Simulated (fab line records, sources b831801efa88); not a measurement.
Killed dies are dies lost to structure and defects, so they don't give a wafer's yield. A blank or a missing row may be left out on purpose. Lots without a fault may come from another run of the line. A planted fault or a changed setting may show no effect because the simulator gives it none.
One fault seen from 2 desks | flow sfq_line | each desk has only its own numbers; what lay behind them comes last

THE METROLOGY DESK
What the gauges read, lot by lot, whatever tool the lot ran on: means of the sampled wafers that have a number. A lot is out of limits, marked OUT, if its mean lies more than 4 standard deviations from the usual mean; the brackets give that distance.
Columns: A = I4_BOW at SFQ_I4_BOW_MEAS_927, usual 2 um; B = I4_OVL at SFQ_I4_OVL_MEAS_928, usual 1 nm
lot  | first seen here | A  | B
L247 | day 49 18:32    | 5  | -4
L252 | day 51 05:48    | 8  | -3
L253 | day 51 11:49    | 6  | -2
L256 | day 52 01:25    | 0  | -9
L257 | day 53 00:30    | 11 | 8
L258 | day 53 03:29    | 11 | 3
This desk's finding: nothing out of limits on any of the 6 lots.

THE TOOL OWNER'S DESK: litho_track-01
The tool's own readings at SFQ_TRILAYER_I4_VIA_LITHO_PEB_106 (peb time 60 s): means of the sampled wafers that have a number, for each lot that ran on this tool. A lot is out of limits, marked OUT, if its mean lies more than 4 standard deviations from the usual mean; the brackets give that distance.
Columns: A = heater_power_total_W at SFQ_TRILAYER_I4_VIA_LITHO_PEB_106, usual 79.16 W; B = plate_temp_C at SFQ_TRILAYER_I4_VIA_LITHO_PEB_106, usual 115.01 C
lot  | first seen here | A               | B
L247 | day 55 05:08    | 79.16           | 114.96
L252 | day 56 21:27    | 79.15           | 114.97
L253 | day 57 04:40    | 81.87 (+44) OUT | 117.98 (+27) OUT
L256 | day 57 17:49    | 81.78 (+43) OUT | 117.82 (+26) OUT
This desk's finding: out of limits on L253, L256; first on L253, day 57 04:40 (heater_power_total_W at SFQ_TRILAYER_I4_VIA_LITHO_PEB_106). In limits: L247, L252.

PUT TOGETHER
The tool owner's desk could have raised an alarm at day 57 04:40, on L253, L256.
The metrology desk saw nothing out of limits.
The metrology desk has L253, L256 on record, within its limits.
Of the lots named, all ran SFQ_TRILAYER_I4_VIA_LITHO_PEB_106 on litho_track-01.

WHAT THE SIMULATOR HAD PUT IN
Process parameter drift: litho_track-01, from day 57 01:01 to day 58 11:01, at SFQ_TRILAYER_I4_VIA_LITHO_PEB_106. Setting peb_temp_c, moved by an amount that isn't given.
Lots struck among those shown: L253, L256.
Hours from the fault's start to each desk's first reading out of limits: the tool owner's desk, 4.
